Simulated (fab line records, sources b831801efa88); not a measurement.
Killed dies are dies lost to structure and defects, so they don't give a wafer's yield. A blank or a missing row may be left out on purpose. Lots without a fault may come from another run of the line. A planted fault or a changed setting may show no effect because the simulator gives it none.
Which tool did it? | flow gf180mcu | 11 lots, 33 wafers sampled, at 6 steps of a route of 602

WHAT THE GAUGES READ, wafer by wafer
GF_V1_THK_MEAS_01. Usual: V1_CVD_00_THK 600 nm, standard deviation 5.4.
lot  | measured     | on            | V1_CVD_00_THK (nm) | flag
L159 | day 17 00:40 | film_metro-02 | 600 599 594        |
L170 | day 21 05:29 | film_metro-04 | 597 602 592        |
L171 | day 21 10:18 | film_metro-02 | 598 602 604        |
L175 | day 23 12:56 | film_metro-02 | 603 605 603        |
L177 | day 24 06:38 | film_metro-02 | 599 595 595        |
L176 | day 24 08:33 | film_metro-02 | 603 596 600        |
L178 | day 24 10:34 | film_metro-01 | 604 603 608        |
L179 | day 24 13:00 | film_metro-02 | 594 587 596        |
L180 | day 24 15:56 | film_metro-01 | 596 597 589        |
L181 | day 24 17:17 | film_metro-02 | 598 598 602        |
L182 | day 25 13:26 | film_metro-02 | 597 605 601        |

GF_V1_RS_MEAS_24: measures by four-point-probe. Usual: V1_W_RS 0.3280 ohm/sq, standard deviation 0.0029.
lot  | measured     | on            | V1_W_RS (ohm/sq)     | flag
L159 | day 18 01:05 | film_metro-01 | 0.3281 0.3331 0.3288 |
L170 | day 22 06:14 | film_metro-04 | 0.3305 0.3477 0.3288 |
L171 | day 22 12:02 | film_metro-01 | 0.3294 0.3258 0.3243 |
L175 | day 24 10:23 | film_metro-02 | 0.3229 0.3279 0.3272 |
L177 | day 25 05:41 | film_metro-02 | 0.3314 0.3315 0.3287 |
L176 | day 25 07:32 | film_metro-02 | 0.3262 0.3307 0.3291 |
L178 | day 25 09:41 | film_metro-02 | 0.3312 0.3329 0.3296 |
L179 | day 25 12:00 | film_metro-02 | 0.3270 0.3261 0.3278 |
L180 | day 25 15:10 | film_metro-01 | 0.3307 0.3293 0.3327 |
L181 | day 25 16:17 | film_metro-01 | 0.3276 0.3270 0.3265 |
L182 | day 26 11:23 | film_metro-01 | 0.3279 0.3286 0.3318 |

GF_V1_THK_MEAS_25: measures by xrf. Usual: V1_W_THK 345 nm, standard deviation 3.6.
lot  | measured     | on            | V1_W_THK (nm) | flag
L159 | day 18 01:11 | film_metro-01 | 340 338 343   |
L170 | day 22 06:22 | film_metro-04 | 345 327 346   |
L171 | day 22 12:09 | film_metro-01 | 343 344 349   |
L175 | day 24 10:29 | film_metro-02 | 350 346 345   |
L177 | day 25 05:49 | film_metro-02 | 341 341 342   |
L176 | day 25 07:38 | film_metro-02 | 345 341 343   |
L178 | day 25 09:49 | film_metro-02 | 342 340 343   |
L179 | day 25 12:07 | film_metro-02 | 347 347 344   |
L180 | day 25 15:16 | film_metro-01 | 342 346 341   |
L181 | day 25 16:25 | film_metro-01 | 349 346 347   |
L182 | day 26 11:30 | film_metro-01 | 342 343 340   |

WHICH TOOL RAN EACH LOT (tool, then ch and the chambers of the sampled wafers, then the start)
lot  | GF_M1_SPUTTER_03             | GF_V1_ETCH_16                      | GF_V1_CVD_23
L159 | pvd_sputter-03, day 16 01:14 | rie_diel-02 ch 2,3, day 18 00:10   | cvd_w-02 ch 0,1, day 18 00:58
L170 | pvd_sputter-01, day 20 04:52 | rie_diel-03 ch 1,2, day 22 05:08   | cvd_w-01 ch 1, day 22 06:01
L171 | pvd_sputter-02, day 20 09:07 | rie_diel-03 ch 0,1,3, day 22 10:49 | cvd_w-02 ch 0,1, day 22 11:55
L175 | pvd_sputter-01, day 22 05:06 | rie_diel-03 ch 2,3, day 24 09:23   | cvd_w-01 ch 0,1, day 24 10:16
L177 | pvd_sputter-03, day 23 11:21 | rie_diel-01 ch 0,1,2, day 25 04:49 | cvd_w-01 ch 0,1, day 25 05:35
L176 | pvd_sputter-03, day 23 12:07 | rie_diel-01 ch 0,1,2, day 25 06:37 | cvd_w-01 ch 0,1, day 25 07:24
L178 | pvd_sputter-02, day 23 13:07 | rie_diel-01 ch 1,2,3, day 25 08:49 | cvd_w-01 ch 0,1, day 25 09:34
L179 | pvd_sputter-02, day 23 15:34 | rie_diel-02 ch 1,2,3, day 25 11:03 | cvd_w-02 ch 1, day 25 11:52
L180 | pvd_sputter-01, day 23 17:05 | rie_diel-01 ch 1,2, day 25 14:16   | cvd_w-01 ch 0,1, day 25 15:02
L181 | pvd_sputter-01, day 23 18:17 | rie_diel-03 ch 0,1,2, day 25 15:25 | cvd_w-01 ch 0,1, day 25 16:11
L182 | pvd_sputter-02, day 24 14:25 | rie_diel-02 ch 0,1,2, day 26 10:30 | cvd_w-02 ch 0,1, day 26 11:16
- GF_M1_SPUTTER_03: material Ti, target thk 10 nm, time 6.7 s.
- GF_V1_ETCH_16: etches BARC in N2/H2.
- GF_V1_CVD_23: deposits W, target thk 350 nm, time 105.05 s.

WHAT THE TOOLS THEMSELVES READ (means of the sampled wafers that have a number; where no wafer has one, the mark that the record gives instead)
GF_M1_SPUTTER_03. Usual: throttle_valve_pct 29.8 %, standard deviation 1.2.
lot  | tool           | throttle_valve_pct (%) | flag
L159 | pvd_sputter-03 | 29.2                   |
L170 | pvd_sputter-01 | 29.1                   |
L171 | pvd_sputter-02 | 30.7                   |
L175 | pvd_sputter-01 | 30.1                   |
L177 | pvd_sputter-03 | 30.1                   |
L176 | pvd_sputter-03 | 29.2                   |
L178 | pvd_sputter-02 | 29.9                   |
L179 | pvd_sputter-02 | 31.8                   |
L180 | pvd_sputter-01 | 29.1                   |
L181 | pvd_sputter-01 | 29.7                   |
L182 | pvd_sputter-02 | 30.4                   |

GF_V1_ETCH_16. Usual: drypump_motor_current_A 5.69 A, standard deviation 0.3; oes_product_au 0.853 a.u., standard deviation 0.0049; throttle_valve_pct 13.224 %, standard deviation 0.0094.
lot  | tool        | drypump_motor_current_A (A) | oes_product_au (a.u.) | throttle_valve_pct (%) | flag
L159 | rie_diel-02 | 5.79                        | 0.854                 | 13.225                 |
L170 | rie_diel-03 | 5.51                        | 0.857                 | 13.220                 |
L171 | rie_diel-03 | 6.00                        | 0.852                 | 13.233                 |
L175 | rie_diel-03 | 5.65                        | 0.855                 | 13.229                 |
L177 | rie_diel-01 | 5.62                        | 0.853                 | 13.225                 |
L176 | rie_diel-01 | 5.63                        | 0.855                 | 13.221                 |
L178 | rie_diel-01 | 5.61                        | 0.852                 | 13.224                 |
L179 | rie_diel-02 | 5.66                        | 0.854                 | 13.223                 |
L180 | rie_diel-01 | 5.72                        | 0.852                 | 13.223                 |
L181 | rie_diel-03 | 5.74                        | 0.855                 | 13.220                 |
L182 | rie_diel-02 | 5.70                        | 0.856                 | 13.218                 |

GF_V1_CVD_23. Usual: heater_power_w 869 W, standard deviation 31.
lot  | tool     | heater_power_w (W) | flag
L159 | cvd_w-02 | 884                |
L170 | cvd_w-01 | 865                |
L171 | cvd_w-02 | 900                |
L175 | cvd_w-01 | 844                |
L177 | cvd_w-01 | 847                |
L176 | cvd_w-01 | 847                |
L178 | cvd_w-01 | 856                |
L179 | cvd_w-02 | 908                |
L180 | cvd_w-01 | 846                |
L181 | cvd_w-01 | 847                |
L182 | cvd_w-02 | 912                |

THE ANSWER, worked out from the rows above alone
Rule: a lot is off if the mean of its wafers that have a number lies more than 3 standard deviations from the usual mean. A lot without any number at a reading at which 4 lots or more have one is off too. The other lots that the step has rows for count as sound. The gauges are gone through in route order, then the tools' own readings, and for those a lot's mean is taken as printed above. The first step at which some lot is off is used, and at that step the reading that is off furthest; a lot without a number counts as furthest.
No lot is off at any reading shown: from this, nothing can be told.

WHAT THE SIMULATOR HAD PUT IN
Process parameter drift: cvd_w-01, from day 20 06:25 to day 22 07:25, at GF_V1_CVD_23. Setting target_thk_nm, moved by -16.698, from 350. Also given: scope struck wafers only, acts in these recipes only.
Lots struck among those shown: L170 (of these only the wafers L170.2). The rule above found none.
